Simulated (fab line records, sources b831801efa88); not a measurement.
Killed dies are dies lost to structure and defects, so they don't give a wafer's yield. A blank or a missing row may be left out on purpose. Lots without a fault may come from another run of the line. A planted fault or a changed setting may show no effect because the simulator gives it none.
Chamber matching | flow sky130 | SKY_VIA1_ETCH_15 on rie_diel-04: 4 sister chambers
The step etches SiO2 in C4F8/O2/Ar, stops on TiN, target depth 351 nm, time 54 s. 27 wafers are shown with their chamber, then 12 later ones without.

WAFERS WITH THEIR CHAMBER
wafer  | chamber | oes_product_au (a.u.) | bias_w (W)
L074.2 | 1       | 0.981                 | 1194
L074.3 | 3       | 0.987                 | 1197
L074.4 | 0       | 0.984                 | 1198
L075.3 | 0       | 0.976                 | 1200
L075.5 | 0       | 0.982                 | 1196
L075.6 | 3       | 0.985                 | 1204
L076.3 | 0       | 0.980                 | 1199
L076.4 | 2       | 0.979                 | 1206
L076.5 | 0       | 0.978                 | 1200
L077.2 | 0       | 0.977                 | 1205
L077.3 | 2       | 0.982                 | 1200
L077.6 | 1       | 0.975                 | 1198
L084.2 | 2       | 0.980                 | 1201
L084.5 | 3       | 0.977                 | 1207
L084.6 | 2       | 0.988                 | 1200
L085.1 | 3       | 0.980                 | 1204
L085.4 | 2       | 0.987                 | 1199
L085.6 | 2       | 0.989                 | 1200
L087.2 | 1       | 0.959                 | 1202
L087.4 | 2       | 0.980                 | 1203
L087.5 | 3       | 0.996                 | 1197
L089.2 | 0       | 0.991                 | 1196
L089.3 | 1       | 0.977                 | 1202
L089.6 | 0       | 0.974                 | 1195
L091.1 | 2       | 0.974                 | 1197
L091.2 | 3       | 0.985                 | 1197
L091.4 | 1       | 0.979                 | 1196

SIGNATURES (means of the wafers above)
reading        | chamber 0 | chamber 1 | chamber 2 | chamber 3 | scatter within a chamber
oes_product_au | 0.98025   | 0.97420   | 0.98237   | 0.98500   | 0.00632
bias_w         | 1198.62   | 1198.40   | 1200.75   | 1201.00   | 3.47
Rule: a wafer's distance from a chamber is the root of the sum, over the readings, of the square of ((its reading less the chamber's mean) divided by the reading's scatter). The wafer belongs to the nearest chamber; if the next one is less than 2 further off, it can't be placed. The scatter: the root of (the sum of the squares of (reading less its chamber's mean) over the shown wafers, divided by (wafers less chambers)).

WAFERS WITHOUT THEIR CHAMBER
wafer  | oes_product_au (a.u.) | bias_w (W)
L092.3 | 0.981                 | 1202
L092.5 | 0.969                 | 1203
L092.6 | 0.972                 | 1195
L094.1 | 0.973                 | 1197
L094.4 | 0.988                 | 1202
L094.6 | 0.977                 | 1208
L096.1 | 0.971                 | 1192
L096.3 | 0.979                 | 1201
L096.5 | 0.984                 | 1194
L097.2 | 0.982                 | 1206
L097.4 | 0.982                 | 1203
L097.6 | 0.976                 | 1197

WHICH CHAMBER EACH WENT THROUGH
wafer  | from the rows above               | in truth
L092.3 | can't be placed: 2 or 3 or 0 or 1 | 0
L092.5 | can't be placed: 1 or 0 or 2 or 3 | 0
L092.6 | can't be placed: 1 or 0 or 2 or 3 | 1
L094.1 | can't be placed: 1 or 0 or 2 or 3 | 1
L094.4 | can't be placed: 3 or 2 or 0 or 1 | 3
L094.6 | can't be placed: 2 or 3 or 0 or 1 | 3
L096.1 | can't be placed: 1 or 0 or 2 or 3 | 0
L096.3 | can't be placed: 2 or 0 or 3 or 1 | 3
L096.5 | can't be placed: 0 or 2 or 1 or 3 | 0
L097.2 | can't be placed: 2 or 3 or 0 or 1 | 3
L097.4 | can't be placed: 2 or 3 or 0 or 1 | 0
L097.6 | can't be placed: 1 or 0 or 2 or 3 | 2
Placed correctly: 0 of 12. Can't be placed from these rows: 12 (the true chamber is among the candidates in 12). Placed wrongly: 0.
